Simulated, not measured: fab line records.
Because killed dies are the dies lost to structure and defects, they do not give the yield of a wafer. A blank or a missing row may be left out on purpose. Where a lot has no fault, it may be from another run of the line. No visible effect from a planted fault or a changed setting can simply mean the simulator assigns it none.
Which tool is to blame? ; flow sky130 ; 12 lots, 36 wafers sampled, at 1 step of a route of 708

## WHAT THE GAUGES SHOWED, per wafer
SKY_POLY_GATE_CD_MEAS_13: the cd target is 150 nm.
lot;measured;on;cd-nm (nm)
L075;day 16 14:39;cd-sem-01;149.2 149.6 149.6
L077;day 17 08:17;cd-sem-01;150.9 150.2 151.7
L078;day 18 10:00;cd-sem-01;150.3 151.2 149.8
L081;day 19 02:09;cd-sem-01;149.7 150.3 149.7
L083;day 20 06:49;cd-sem-01;148.0 148.6 147.7
L084;day 20 12:55;cd-sem-02;149.7 149.9 148.9
L087;day 21 08:05;cd-sem-02;150.0 149.0 148.5
L089;day 22 08:08;cd-sem-01;149.0 148.4 149.4
L091;day 22 22:29;cd-sem-02;150.9 150.3 150.3
L093;day 23 07:14;cd-sem-02;150.9 151.1 149.9
L095;day 23 17:26;cd-sem-02;151.4 150.1 150.5
L097;day 24 20:27;cd-sem-01;149.2 149.3 149.2

## WHICH TOOL RAN EACH LOT (tool, then ch and the chambers of the sampled wafers, then the start)
The record shows no process step preceding these readings.

## THE ANSWER, worked out from the rows above alone
Rule: the lots themselves supply what counts as usual. Put in order of their means at a reading, lots are off if they are a third of the lots or fewer, leave a main group of 4 or more, and stand apart from it by a gap of 3 or more times the standard deviation of the main group's means; of several such gaps the widest counts. A main group whose means are all the same, to the digits that the tables above print for the reading, isn't used. A lot without any number at a reading at which 4 lots or more have one is off too. Where the step has rows for the other lots, those lots are counted as sound.
None of the lots is off at any reading shown; this tells nothing.

## WHAT THE SIMULATOR HAD INSERTED
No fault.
